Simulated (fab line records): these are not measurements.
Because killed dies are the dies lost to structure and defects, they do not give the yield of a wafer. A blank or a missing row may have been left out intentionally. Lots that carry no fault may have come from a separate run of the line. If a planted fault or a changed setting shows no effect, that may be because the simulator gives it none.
fab line records	flow sky130
[record] lots = 24	wafers = 72	last_day = 50
route steps=708 shown SONOS_ONO@181 RES_XHIGH@360 LI_CONTACT@376 VIA3@586
lots untouched by any fault: they come from a run of this same line in which no faults occurred
start_h: the number of hours between the record's first day and the start of the first shown wafer of the lot	wait_h: how many hours have passed since the lot's step before this one	" same as the row above	L1.1+2: several wafers, shown together as one row	- no value, or no start was given	* or withheld: withheld	< > ~ a bound
route shown NAME@n: names a module that has steps shown in the file, with the first one's number in the route	usual: the fault-free wafers' mean and standard deviation	same: alike in all rows	chamber/n: place in a boat	sites: each site's reading	_std_site: standard deviation of those values	_edge_site: outer sites' mean less inner sites'	radius_mm: for every site, how far away it sits from the centre of the wafer	mask NAME#n: copy n	behind: tool/chamber where the wafer was last shaped	hold: what put the lot on hold/how long, in hours/how the hold closed	device: the transistor (n, p or np) that didn't switch	end of line: the route-end tests of the same wafers	a step with no rows: only its recipe	killed: count of dies lost to structure and defects at first sort (not the wafer's yield)	map: the dies of a wafer, with x for killed, . for not killed, _ for no die there
set.NAME: the setting that was run; set.NAME@STEP: the one run at that earlier step	model.NAME: the simulator's own value behind a step, which no gauge read
steps of the route over a sample of lots; a table a step, a row a wafer
services: from which hour (start_h, from the record's first day; less than 0 if before it) a tool's chamber was out of use, for how many hours, and why
[[steps]]
[step SKY_SONOS_ONO_CD_MEAS_13]
[recipe] target_cd_nm = 410
[usual] cd_nm = 409.8/2.1
lot.wafer	tool	chamber	start_h	wait_h	cd_nm
L074.1	cd_sem-02	-	273.14	0.1	405.8
L074.4	"	-	"	"	404.4
L074.6	"	-	"	"	405.0
L075.3	cd_sem-01	-	280.93	0.1	409.3
L075.4	"	-	"	"	410.7
L075.5	"	-	"	"	406.7
L076.4	cd_sem-01	-	282.35	0.1	411.5
L076.5	"	-	"	"	409.8
L076.6	"	-	"	"	409.5
L077.1	cd_sem-02	-	293.30	0.1	411.3
L077.2	"	-	"	"	411.5
L077.4	"	-	"	"	410.0
L078.4	cd_sem-02	-	303.06	0.1	412.6
L078.5	"	-	"	"	411.7
L078.6	"	-	"	"	413.7
L079.2	cd_sem-01	-	314.16	0.1	409.5
L079.5	"	-	"	"	411.7
L079.6	"	-	"	"	411.8
L080.1	cd_sem-02	-	323.54	0.1	408.9
L080.2	"	-	"	"	409.0
L080.4	"	-	"	"	410.6
L081.1	cd_sem-01	-	323.70	0.1	415.2
L081.2	"	-	"	"	412.8
L081.6	"	-	"	"	411.3
L082.1	cd_sem-02	-	331.89	0.1	409.8
L082.4	"	-	"	"	410.5
L082.6	"	-	"	"	410.3
L083.2	cd_sem-02	-	348.56	0.1	408.9
L083.4	"	-	"	"	409.9
L083.6	"	-	"	"	410.0
L084.1	cd_sem-02	-	357.19	0.1	409.4
L084.2	"	-	"	"	408.7
L084.3	"	-	"	"	409.5
L085.2	cd_sem-01	-	362.87	0.1	409.0
L085.3	"	-	"	"	407.1
L085.4	"	-	"	"	406.3
L090.1	cd_sem-02	-	421.44	0.1	408.5
L090.4	"	-	"	"	409.2
L090.5	"	-	"	"	408.1
L086.1	cd_sem-01	-	423.29	0.1	413.3
L086.2	"	-	"	"	412.0
L086.5	"	-	"	"	412.0
L087.1	cd_sem-02	-	428.58	0.1	406.4
L087.2	"	-	"	"	409.1
L087.3	"	-	"	"	408.0
L089.2	cd_sem-01	-	428.90	0.1	413.0
L089.3	"	-	"	"	411.4
L089.6	"	-	"	"	414.7
L088.1	cd_sem-01	-	431.38	0.1	406.9
L088.3	"	-	"	"	407.1
L088.6	"	-	"	"	407.3
L091.1	cd_sem-02	-	431.65	0.1	409.2
L091.3	"	-	"	"	413.4
L091.5	"	-	"	"	413.3
L092.1	cd_sem-02	-	437.94	0.1	409.1
L092.2	"	-	"	"	408.7
L092.3	"	-	"	"	410.2
L093.1	cd_sem-01	-	442.98	0.1	408.7
L093.3	"	-	"	"	408.3
L093.6	"	-	"	"	407.1
L094.2	cd_sem-01	-	445.15	0.1	413.6
L094.4	"	-	"	"	413.3
L094.6	"	-	"	"	412.4
L095.1	cd_sem-01	-	452.12	0.3	408.5
L095.2	"	-	"	"	408.3
L095.5	"	-	"	"	408.5
L096.1	cd_sem-02	-	463.04	0.1	410.9
L096.5	"	-	"	"	411.2
L096.6	"	-	"	"	409.6
L097.4	cd_sem-01	-	470.90	0.1	407.5
L097.5	"	-	"	"	406.8
L097.6	"	-	"	"	409.6
[step SKY_SONOS_ONO_ETCH_15]
[recipe] target_depth_nm = 19.52	chemistry = CHF3/O2	source_w = 600	bias_w = 200	pressure_mtorr = 40	chf3_flow_sccm = 50	O2_flow_sccm = 5	time_s = 7.8
[usual] drypump_motor_current_A = 5.7/0.6	oes_product_au = 0.998/0.0086	throttle_valve_pct = 8.824/0.0095
lot.wafer	tool	chamber	start_h	wait_h	drypump_motor_current_A	oes_product_au	rf_hours_counter_h	throttle_valve_pct
L074.1	rie_diel-02	0	273.30	0.0	4.8	0.989	0	8.821
L074.4	"	1	"	"	6.3	1.009	93	8.831
L074.6	"	2	"	"	5.7	1.008	-	8.818
L075.3	rie_diel-02	1	281.04	0.0	6.3	1.010	93	8.820
L075.4	"	2	"	"	5.7	0.998	41	8.822
L075.5	"	1	"	"	6.3	1.009	-	8.822
L076.4	rie_diel-03	1	282.46	0.0	5.0	0.995	-	8.839
L076.5	"	0	"	"	6.1	1.000	-	8.839
L076.6	"	2	"	"	4.8	0.999	-	8.818
L077.1	rie_diel-03	2	293.46	0.0	4.8	1.000	3	8.820
L077.2	"	0	"	"	6.1	1.001	1	8.824
L077.4	"	3	"	"	5.2	1.000	2	8.816
L078.4	rie_diel-02	0	303.16	0.0	4.8	0.992	1	8.828
L078.5	"	1	"	"	6.3	1.020	-	8.833
L078.6	"	0	"	"	4.8	0.997	-	8.808
L079.2	rie_diel-02	0	314.30	0.0	4.8	0.999	1	8.804
L079.5	"	0	"	"	4.8	0.993	-	8.816
L079.6	"	1	"	"	6.3	0.997	-	8.824
L080.1	rie_diel-01	0	323.69	0.0	6.6	0.997	5	8.827
L080.2	"	3	"	"	5.8	0.981	96	8.819
L080.4	"	1	"	"	6.3	0.994	7	8.826
L081.1	rie_diel-02	2	323.86	0.0	5.7	0.996	42	8.825
L081.2	"	1	"	"	6.4	1.014	94	8.827
L081.6	"	2	"	"	5.7	0.995	-	8.818
L082.1	rie_diel-03	1	332.05	0.0	5.0	0.993	2	8.827
L082.4	"	3	"	"	5.2	1.002	3	8.832
L082.6	"	0	"	"	6.1	0.996	-	8.831
L083.2	rie_diel-03	0	348.70	0.0	6.1	1.003	2	8.825
L083.4	"	2	"	"	4.8	0.992	4	8.838
L083.6	"	3	"	"	5.2	0.989	-	8.823
L084.1	rie_diel-01	2	357.35	0.0	5.7	1.005	117	8.830
L084.2	"	3	"	"	5.8	0.997	97	8.827
L084.3	"	0	"	"	6.6	0.989	6	8.822
L085.2	rie_diel-01	3	363.01	0.0	5.8	0.998	97	8.813
L085.3	"	2	"	"	5.6	1.012	117	8.840
L085.4	"	0	"	"	6.5	1.009	-	8.831
L090.1	rie_diel-01	0	421.59	0.0	6.5	0.996	8	8.814
L090.4	"	0	"	"	6.5	1.004	-	8.823
L090.5	"	1	"	"	6.3	1.007	-	8.826
L086.1	rie_diel-02	3	423.44	0.0	6.1	0.993	7	8.842
L086.2	"	0	"	"	4.8	0.983	2	8.829
L086.5	"	2	"	"	5.7	1.004	-	8.829
L087.1	rie_diel-02	0	428.74	0.0	4.8	0.976	2	8.831
L087.2	"	2	"	"	5.7	0.988	44	8.843
L087.3	"	3	"	"	6.1	1.010	7	8.822
L089.2	rie_diel-03	3	429.04	0.0	5.2	1.009	5	8.817
L089.3	"	1	"	"	5.0	0.999	4	8.826
L089.6	"	2	"	"	4.8	0.998	-	8.819
L088.1	rie_diel-02	2	431.54	0.0	5.7	1.001	44	8.843
L088.3	"	0	"	"	4.8	0.988	2	8.844
L088.6	"	2	"	"	5.7	1.007	-	8.830
L091.1	rie_diel-03	3	431.81	0.0	5.3	1.003	5	8.819
L091.3	"	2	"	"	4.8	0.992	6	8.826
L091.5	"	3	"	"	5.3	1.011	-	8.838
L092.1	rie_diel-02	1	438.09	0.0	6.4	1.016	95	8.830
L092.2	"	2	"	"	5.7	1.002	44	8.822
L092.3	"	3	"	"	6.1	1.006	7	8.817
L093.1	rie_diel-01	2	443.14	0.0	5.7	0.989	0	8.828
L093.3	"	1	"	"	6.3	0.997	9	8.834
L093.6	"	1	"	"	6.3	0.990	-	8.811
L094.2	rie_diel-01	2	445.29	0.0	5.7	0.994	1	8.805
L094.4	"	1	"	"	6.3	0.987	9	8.829
L094.6	"	2	"	"	5.6	0.987	-	8.820
L095.1	rie_diel-02	2	452.28	0.0	5.7	0.997	44	8.841
L095.2	"	3	"	"	6.1	1.010	7	8.825
L095.5	"	2	"	"	5.7	0.999	-	8.821
L096.1	rie_diel-01	3	463.19	0.0	5.8	0.999	99	8.810
L096.5	"	2	"	"	5.6	0.995	-	8.811
L096.6	"	1	"	"	6.4	0.992	-	8.828
L097.4	rie_diel-02	2	471.01	0.0	5.7	1.001	-	8.814
L097.5	"	0	"	"	4.8	0.989	-	8.840
L097.6	"	3	"	"	6.1	1.001	-	8.824
[step SKY_SD_N_RS_MEAS_18]
[recipe] thk_meas_gauge = four-point-probe
[usual] RES_XHIGH_RS = 333.1/1.2
lot.wafer	tool	chamber	start_h	wait_h	RES_XHIGH_RS[ohm/sq]
L074.1	film_metro-03	-	643.63	0.1	332.5
L074.4	"	-	"	"	332.9
L074.6	"	-	"	"	333.1
L075.3	film_metro-01	-	646.11	0.1	333.3
L075.4	"	-	"	"	332.9
L075.5	"	-	"	"	333.9
L076.4	film_metro-01	-	648.83	0.1	331.2
L076.5	"	-	"	"	331.2
L076.6	"	-	"	"	332.9
L077.1	film_metro-01	-	658.32	0.1	333.2
L077.2	"	-	"	"	332.4
L077.4	"	-	"	"	333.6
L078.4	film_metro-04	-	671.99	0.1	333.1
L078.5	"	-	"	"	333.5
L078.6	"	-	"	"	333.3
L079.2	film_metro-01	-	680.89	0.1	334.8
L079.5	"	-	"	"	334.2
L079.6	"	-	"	"	334.0
L081.1	film_metro-01	-	690.42	0.1	332.2
L081.2	"	-	"	"	331.7
L081.6	"	-	"	"	332.1
L080.1	film_metro-04	-	693.92	0.1	331.6
L080.2	"	-	"	"	331.9
L080.4	"	-	"	"	332.2
L082.1	film_metro-01	-	704.75	0.1	331.2
L082.4	"	-	"	"	332.2
L082.6	"	-	"	"	333.1
L083.2	film_metro-03	-	715.60	0.1	334.1
L083.4	"	-	"	"	334.5
L083.6	"	-	"	"	335.0
L084.1	film_metro-04	-	725.68	0.1	332.3
L084.2	"	-	"	"	332.8
L084.3	"	-	"	"	332.2
L085.2	film_metro-03	-	738.55	0.1	333.6
L085.3	"	-	"	"	333.4
L085.4	"	-	"	"	333.0
L090.1	film_metro-01	-	785.66	0.1	333.2
L090.4	"	-	"	"	333.6
L090.5	"	-	"	"	334.2
L086.1	film_metro-01	-	787.86	0.1	332.2
L086.2	"	-	"	"	331.4
L086.5	"	-	"	"	330.1
L087.1	film_metro-04	-	792.81	0.1	332.9
L087.2	"	-	"	"	333.1
L087.3	"	-	"	"	333.2
L088.1	film_metro-03	-	794.93	0.1	333.7
L088.3	"	-	"	"	332.9
L088.6	"	-	"	"	333.3
L089.2	film_metro-01	-	796.63	0.1	332.6
L089.3	"	-	"	"	333.7
L089.6	"	-	"	"	333.0
L091.1	film_metro-04	-	798.47	0.1	336.5
L091.3	"	-	"	"	333.8
L091.5	"	-	"	"	335.3
L092.1	film_metro-03	-	803.68	0.1	332.4
L092.2	"	-	"	"	331.4
L092.3	"	-	"	"	333.7
L093.1	film_metro-01	-	804.92	0.1	334.4
L093.3	"	-	"	"	332.5
L093.6	"	-	"	"	333.1
L094.2	film_metro-04	-	812.29	0.1	335.0
L094.4	"	-	"	"	334.8
L094.6	"	-	"	"	334.4
L095.1	film_metro-04	-	812.94	0.1	332.4
L095.2	"	-	"	"	331.7
L095.5	"	-	"	"	332.9
L096.1	film_metro-01	-	823.86	0.1	334.0
L096.5	"	-	"	"	333.6
L096.6	"	-	"	"	334.3
L097.4	film_metro-04	-	829.94	0.1	334.9
L097.5	"	-	"	"	335.1
L097.6	"	-	"	"	334.0
[step SKY_LI_CONTACT_ETCH_14]
[recipe] chemistry = N2/H2	target = BARC	ion_energy_ev = 200	source_w = 500	bias_w = 100	pressure_mtorr = 30	n2_flow_sccm = 100	h2_flow_sccm = 200	stop_on = SiO2	time_s = 45.9	target_depth_a = 600
[usual] drypump_motor_current_A = 5.8/0.59	oes_product_au = 0.854/0.0044	throttle_valve_pct = 13.224/0.0094
lot.wafer	tool	chamber	start_h	wait_h	drypump_motor_current_A	oes_product_au	rf_hours_counter_h	throttle_valve_pct
L074.1	rie_diel-02	2	672.19	0.0	5.7	0.854	48	13.227
L074.4	"	3	"	"	6.1	0.854	11	13.221
L074.6	"	0	"	"	4.8	0.865	-	13.227
L075.3	rie_diel-01	3	675.21	0.0	5.8	0.858	4	13.234
L075.4	"	2	"	"	5.7	0.863	5	13.227
L075.5	"	0	"	"	6.6	0.861	-	13.225
L076.4	rie_diel-02	2	677.66	0.0	5.7	0.849	48	13.217
L076.5	"	0	"	"	4.8	0.858	-	13.243
L076.6	"	1	"	"	6.4	0.860	-	13.209
L077.1	rie_diel-01	3	686.74	0.0	5.8	0.846	4	13.232
L077.2	"	0	"	"	6.6	0.854	14	13.229
L077.4	"	1	"	"	6.4	0.854	14	13.215
L078.4	rie_diel-02	2	700.81	0.0	5.7	0.853	-	13.221
L078.5	"	3	"	"	6.1	0.850	-	13.234
L078.6	"	1	"	"	6.4	0.853	-	13.220
L079.2	rie_diel-01	1	709.44	0.0	6.4	0.856	15	13.230
L079.5	"	0	"	"	6.6	0.855	-	13.226
L079.6	"	1	"	"	6.4	0.852	-	13.229
L081.1	rie_diel-02	3	718.84	0.0	6.1	0.852	11	13.222
L081.2	"	0	"	"	4.8	0.852	7	13.232
L081.6	"	3	"	"	6.1	0.859	-	13.219
L080.1	rie_diel-02	3	722.56	0.0	6.1	0.854	12	13.242
L080.2	"	1	"	"	6.4	0.843	4	13.220
L080.4	"	3	"	"	6.1	0.849	-	13.225
L082.1	rie_diel-01	3	733.09	0.0	5.7	0.856	6	13.221
L082.4	"	0	"	"	6.7	0.860	15	13.233
L082.6	"	2	"	"	5.7	0.862	-	13.209
L083.2	rie_diel-03	0	744.06	0.0	6.1	0.846	10	13.198
L083.4	"	2	"	"	4.8	0.844	12	13.210
L083.6	"	0	"	"	6.1	0.859	-	13.209
L084.1	rie_diel-01	1	753.49	0.0	6.4	0.851	16	13.240
L084.2	"	2	"	"	5.6	0.853	7	13.219
L084.3	"	3	"	"	5.7	0.853	6	13.225
L085.2	rie_diel-02	2	767.38	0.0	5.7	0.862	0	13.223
L085.3	"	0	"	"	4.8	0.861	8	13.234
L085.4	"	1	"	"	6.4	0.852	5	13.226
L090.1	rie_diel-02	2	814.10	0.0	5.7	0.857	1	13.242
L090.4	"	0	"	"	4.8	0.851	9	13.225
L090.5	"	0	"	"	4.8	0.859	-	13.227
L086.1	rie_diel-01	3	816.05	0.0	5.8	0.853	8	13.233
L086.2	"	0	"	"	6.6	0.855	17	13.238
L086.5	"	2	"	"	5.7	0.854	-	13.216
L087.1	rie_diel-02	2	821.45	0.0	5.7	0.847	1	13.238
L087.2	"	3	"	"	6.1	0.857	14	13.229
L087.3	"	0	"	"	4.8	0.849	10	13.243
L088.1	rie_diel-01	2	822.64	0.0	5.6	0.850	9	13.235
L088.3	"	0	"	"	6.6	0.853	17	13.216
L088.6	"	0	"	"	6.6	0.857	-	13.221
L089.2	rie_diel-01	0	824.50	0.0	6.6	0.853	17	13.236
L089.3	"	1	"	"	6.4	0.853	18	13.226
L089.6	"	0	"	"	6.6	0.847	-	13.213
L091.1	rie_diel-01	2	826.54	0.0	5.7	0.852	9	13.235
L091.3	"	1	"	"	6.4	0.858	18	13.236
L091.5	"	2	"	"	5.7	0.852	-	13.205
L092.1	rie_diel-02	0	831.35	0.0	4.8	0.858	10	13.219
L092.2	"	1	"	"	6.4	0.867	6	13.232
L092.3	"	2	"	"	5.7	0.858	2	13.218
L093.1	rie_diel-03	0	832.84	0.0	6.1	0.845	12	13.215
L093.3	"	3	"	"	5.3	0.851	14	13.222
L093.6	"	1	"	"	5.0	0.858	-	13.222
L094.2	rie_diel-03	2	839.11	0.0	4.8	0.854	15	13.232
L094.4	"	3	"	"	5.3	0.853	14	13.227
L094.6	"	0	"	"	6.1	0.861	-	13.223
L095.1	rie_diel-02	3	839.85	0.0	6.1	0.851	14	13.216
L095.2	"	0	"	"	4.8	0.858	10	13.227
L095.5	"	3	"	"	6.1	0.852	-	13.237
L096.1	rie_diel-03	0	850.34	0.0	6.1	0.863	13	13.224
L096.5	"	1	"	"	5.0	0.852	-	13.225
L096.6	"	2	"	"	4.8	0.846	-	13.209
L097.4	rie_diel-03	0	856.30	0.0	6.1	0.853	13	13.221
L097.5	"	2	"	"	4.8	0.857	-	13.228
L097.6	"	3	"	"	5.3	0.859	-	13.222
[step SKY_LI_CONTACT_SPUTTER_20]
[recipe] material = TiN	target_thk_nm = 20	chamber_pressure_pa = 5	power_w = 4000	time_s = 80
[usual] throttle_valve_pct = 30.0/0.78
lot.wafer	tool	chamber	start_h	wait_h	throttle_valve_pct
L074.1	pvd_sputter-04	-	672.70	0.0	30.0
L074.4	"	-	"	"	29.7
L074.6	"	-	"	"	29.2
L075.3	pvd_sputter-02	-	675.71	0.0	30.4
L075.4	"	-	"	"	30.7
L075.5	"	-	"	"	29.4
L076.4	pvd_sputter-04	-	678.16	0.0	29.8
L076.5	"	-	"	"	30.1
L076.6	"	-	"	"	31.0
L077.1	pvd_sputter-04	-	687.24	0.0	29.7
L077.2	"	-	"	"	31.0
L077.4	"	-	"	"	29.1
L078.4	pvd_sputter-04	-	701.29	0.0	31.0
L078.5	"	-	"	"	28.9
L078.6	"	-	"	"	29.8
L079.2	pvd_sputter-04	-	709.94	0.0	31.0
L079.5	"	-	"	"	31.2
L079.6	"	-	"	"	29.8
L081.1	pvd_sputter-02	-	719.34	0.0	30.5
L081.2	"	-	"	"	30.9
L081.6	"	-	"	"	29.2
L080.1	pvd_sputter-02	-	723.06	0.0	29.4
L080.2	"	-	"	"	30.3
L080.4	"	-	"	"	29.3
L082.1	pvd_sputter-02	-	733.59	0.0	29.4
L082.4	"	-	"	"	30.5
L082.6	"	-	"	"	30.6
L083.2	pvd_sputter-02	-	744.57	0.0	30.4
L083.4	"	-	"	"	29.2
L083.6	"	-	"	"	30.3
L084.1	pvd_sputter-04	-	753.99	0.0	28.8
L084.2	"	-	"	"	30.0
L084.3	"	-	"	"	31.0
L085.2	pvd_sputter-03	-	767.96	0.0	29.3
L085.3	"	-	"	"	28.5
L085.4	"	-	"	"	31.3
L090.1	pvd_sputter-04	-	814.59	0.0	31.4
L090.4	"	-	"	"	30.1
L090.5	"	-	"	"	30.2
L086.1	pvd_sputter-03	-	816.54	0.0	28.6
L086.2	"	-	"	"	30.9
L086.5	"	-	"	"	29.3
L087.1	pvd_sputter-03	-	821.94	0.0	29.8
L087.2	"	-	"	"	31.1
L087.3	"	-	"	"	29.1
L088.1	pvd_sputter-04	-	823.14	0.0	31.0
L088.3	"	-	"	"	29.8
L088.6	"	-	"	"	28.9
L089.2	pvd_sputter-02	-	825.01	0.0	29.2
L089.3	"	-	"	"	30.7
L089.6	"	-	"	"	28.9
L091.1	pvd_sputter-04	-	827.05	0.0	29.8
L091.3	"	-	"	"	29.3
L091.5	"	-	"	"	30.1
L092.1	pvd_sputter-03	-	831.84	0.0	28.5
L092.2	"	-	"	"	31.0
L092.3	"	-	"	"	29.5
L093.1	pvd_sputter-02	-	833.34	0.0	29.3
L093.3	"	-	"	"	30.7
L093.6	"	-	"	"	29.4
L094.2	pvd_sputter-04	-	839.61	0.0	29.3
L094.4	"	-	"	"	30.9
L094.6	"	-	"	"	30.9
L095.1	pvd_sputter-02	-	840.34	0.0	28.8
L095.2	"	-	"	"	29.1
L095.5	"	-	"	"	30.6
L096.1	pvd_sputter-04	-	850.84	0.0	30.1
L096.5	"	-	"	"	29.9
L096.6	"	-	"	"	29.8
L097.4	pvd_sputter-02	-	856.81	0.0	29.5
L097.5	"	-	"	"	30.3
L097.6	"	-	"	"	29.5
[step SKY_VIA3_OVL_MEAS_13]
[usual] VIA3_OVL = 1/5.4
lot.wafer	tool	chamber	start_h	wait_h	VIA3_OVL[nm]
L074.1	overlay-01	-	926.06	0.1	7
L074.4	"	-	"	"	-3
L074.6	"	-	"	"	2
L075.3	overlay-02	-	930.64	0.1	9
L075.4	"	-	"	"	4
L075.5	"	-	"	"	-2
L076.4	overlay-01	-	930.99	0.1	7
L076.5	"	-	"	"	8
L076.6	"	-	"	"	13
L077.1	overlay-01	-	937.78	0.1	4
L077.2	"	-	"	"	8
L077.4	"	-	"	"	15
L078.4	overlay-02	-	950.69	0.1	12
L078.5	"	-	"	"	15
L078.6	"	-	"	"	11
L079.2	overlay-01	-	960.82	0.1	7
L079.5	"	-	"	"	0
L079.6	"	-	"	"	11
L081.1	overlay-01	-	967.03	0.1	6
L081.2	"	-	"	"	3
L081.6	"	-	"	"	-1
L080.1	overlay-01	-	971.03	0.1	0
L080.2	"	-	"	"	-3
L080.4	"	-	"	"	-1
L082.1	overlay-02	-	979.32	0.1	-3
L082.4	"	-	"	"	2
L082.6	"	-	"	"	-8
L083.2	overlay-02	-	987.68	0.1	2
L083.4	"	-	"	"	0
L083.6	"	-	"	"	-7
L084.1	overlay-02	-	997.01	0.1	0
L084.2	"	-	"	"	0
L084.3	"	-	"	"	-4
L085.2	overlay-01	-	1007.83	0.1	2
L085.3	"	-	"	"	3
L085.4	"	-	"	"	10
L090.1	overlay-02	-	1045.32	0.1	-6
L090.4	"	-	"	"	-3
L090.5	"	-	"	"	-5
L086.1	overlay-01	-	1049.56	0.1	0
L086.2	"	-	"	"	9
L086.5	"	-	"	"	3
L087.1	overlay-02	-	1054.61	0.1	1
L087.2	"	-	"	"	1
L087.3	"	-	"	"	-2
L088.1	overlay-01	-	1054.67	0.1	1
L088.3	"	-	"	"	2
L088.6	"	-	"	"	1
L089.2	overlay-02	-	1056.48	0.1	-5
L089.3	"	-	"	"	0
L089.6	"	-	"	"	-11
L091.1	overlay-01	-	1057.63	0.1	5
L091.3	"	-	"	"	1
L091.5	"	-	"	"	0
L092.1	overlay-01	-	1061.66	0.1	-1
L092.2	"	-	"	"	-2
L092.3	"	-	"	"	-3
L093.1	overlay-01	-	1063.62	0.1	3
L093.3	"	-	"	"	-1
L093.6	"	-	"	"	-6
L095.1	overlay-02	-	1067.66	0.1	4
L095.2	"	-	"	"	-6
L095.5	"	-	"	"	-9
L094.2	overlay-02	-	1068.02	0.1	1
L094.4	"	-	"	"	-2
L094.6	"	-	"	"	1
L096.1	overlay-02	-	1078.03	0.1	-2
L096.5	"	-	"	"	2
L096.6	"	-	"	"	3
L097.4	overlay-02	-	1082.73	0.1	8
L097.5	"	-	"	"	-1
L097.6	"	-	"	"	8
[[services]]
tool	chamber	start_h	hours	kind
rie_diel-03	3	280.35	4.0	repair
pvd_sputter-04	-	289.06	5.5	repair
rie_diel-02	3	318.00	16.8	repair
rie_diel-01	1	356.19	26.6	repair
rie_diel-02	0	368.51	3.4	repair
rie_diel-01	2	388.20	17.2	repair
rie_diel-01	3	398.14	12.8	repair
rie_diel-02	2	423.60	3.3	repair
rie_diel-03	0	426.01	12.4	repair
rie_diel-02	0	446.02	2.9	repair
rie_diel-02	-	466.65	1.5	repair
rie_diel-02	-	480.53	0.4	repair
rie_diel-01	1	510.31	1.7	repair
rie_diel-01	0	534.29	7.8	repair
rie_diel-02	1	551.88	8.6	repair
rie_diel-02	-	553.02	2.8	pm
rie_diel-01	1	585.44	10.5	repair
rie_diel-02	3	586.95	6.7	repair
rie_diel-01	0	588.31	2.6	repair
rie_diel-02	-	610.90	0.4	repair
rie_diel-03	3	624.67	8.1	repair
rie_diel-02	2	653.46	3.8	repair
rie_diel-02	0	697.91	9.2	repair
rie_diel-01	-	745.65	2.8	pm
[[key]]
fault none
